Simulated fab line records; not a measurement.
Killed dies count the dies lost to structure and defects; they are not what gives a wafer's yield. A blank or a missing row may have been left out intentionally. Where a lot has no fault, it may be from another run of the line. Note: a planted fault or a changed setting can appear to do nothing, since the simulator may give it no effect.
Comparing a struck lot with a sound one ; flow sfqLine ; 14 out of 325 route steps
Sound: wafers L243.2, L243.3, L243.6. Struck: wafer L253.4 (L253.2, L253.3, from the same lot, were not struck and are left out); the cause is given at the end.
At each step with rows: each side's tool, then ch and its chambers, then its first start. Under that, the readings that differ: sound wafers ; struck wafers ; difference of the means ; sigmas: that difference in standard deviations of wafers without a fault.
alike: words and numbers the same on both sides, and readings whose means are apart by under 2 such deviations; not compared: readings that were withheld, readings missing a value for some wafer, numbers with overlapping values and no deviation given by the record, and bounds like >300 which may hide the same value.
A row with sigmas, a row that says differs or no value, or rows on one side alone: a step with any of these is where the two part. When numbers do not overlap yet have no deviation, they are printed without sigmas and do not part them. Lack of a reading on every wafer of one side parts them only where that side has two or more wafers.

first, 6 steps without rows for these wafers: SFQ_TRILAYER_M7_LITHO_COAT_182 (resist thk 62 nm); SFQ_TRILAYER_M7_LITHO_COAT_177 (resist thk 600 nm); SFQ_TRILAYER_M7_LITHO_SOFTBAKE_181; SFQ_TRILAYER_M7_LITHO_EXPOSE_178 (exposes mask M7, target cd 500 nm); SFQ_TRILAYER_M7_LITHO_PEB_180 (peb time 60 s); SFQ_TRILAYER_M7_LITHO_DEVELOP_179 (time 60 s).
SFQ_M7_OVL_MEAS_945:
  sound on overlay-02, day 76 16:34; struck on overlay-02, day 77 21:05
  alike: M7_OVL
SFQ_TRILAYER_M7_BARC_OPEN_METAL_ETCH_229: etches BARC in O2, target depth 125 nm, time 41.7 s.
  sound on rieMetal-01 ch 0, day 76 16:37; struck on rieMetal-02 ch 0, day 77 21:07
  alike: drypumpMotorCurrentA, oesProductAu
  not compared: rfHoursCounterH
SFQ_TRILAYER_M7_ETCH_METAL_ETCH_180: etches Nb in Cl2/Ar, stops on SiO2, target depth 240 nm, time 120 s.
  sound on rieMetal-01 ch 0, day 76 16:46; struck on rieMetal-02 ch 0, day 77 21:11
  alike: drypumpMotorCurrentA, oesProductAu
  not compared: rfHoursCounterH
SFQ_TRILAYER_M7_STRIP_STRIP_181: strips in O2.
  sound on rieMetal-01 ch 0, day 76 17:10; struck on rieMetal-02 ch 0, day 77 21:19
  alike: drypumpMotorCurrentA, oesProductAu
  not compared: rfHoursCounterH
then, 1 step without rows for these wafers: SFQ_TRILAYER_M7_STRIP_SOLV_CLEAN_182 (cleans in NMP, time 600 s).
SFQ_TRILAYER_I7_DEP_PECVD_183: deposits SiO2 from SiH4/N2O, time 111.11 s, target thk 500 nm.
  sound on pecvd-02 ch 0,2, day 76 18:20; struck on pecvd-02 ch 2, day 77 22:07
reading;sound;struck;difference;sigmas
runLengthS (s);140.2 138.4 140.1;160.5;+20.9;+30
model.SiO2_of_TRILAYER_I7_DEP_PECVD_183.thkNm (nm);494.4 494.7 499.9;606.4;+110.1;
  alike: heaterPowerW, throttleValvePct
SFQ_TRILAYER_I7_CMP_CMP_184: polishes SiO2.
  sound on cmp-02 ch 0,2,3, day 76 19:25; struck on cmp-01 ch 1, day 78 13:51
reading;sound;struck;difference;sigmas
timeToEndpointS (s);216 211 216;286;+72;+10
  alike: edgeZonePressureFrac, motorCurrentA
SFQ_I7_BOW_MEAS_946:
  sound on filmMetro-01, day 76 21:26; struck on filmMetro-03, day 78 15:52
reading;sound;struck;difference;sigmas
I7_BOW (um);0 -11 3;14;+17;+2

== WHERE THEY PART ==
Last at SFQ_I7_BOW_MEAS_946 as far as this record goes, first at SFQ_TRILAYER_I7_DEP_PECVD_183.

WHY: the cause the simulator had injected
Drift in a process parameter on pecvd-02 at SFQ_TRILAYER_I7_DEP_PECVD_183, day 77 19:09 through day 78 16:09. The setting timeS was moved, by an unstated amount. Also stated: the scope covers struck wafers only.
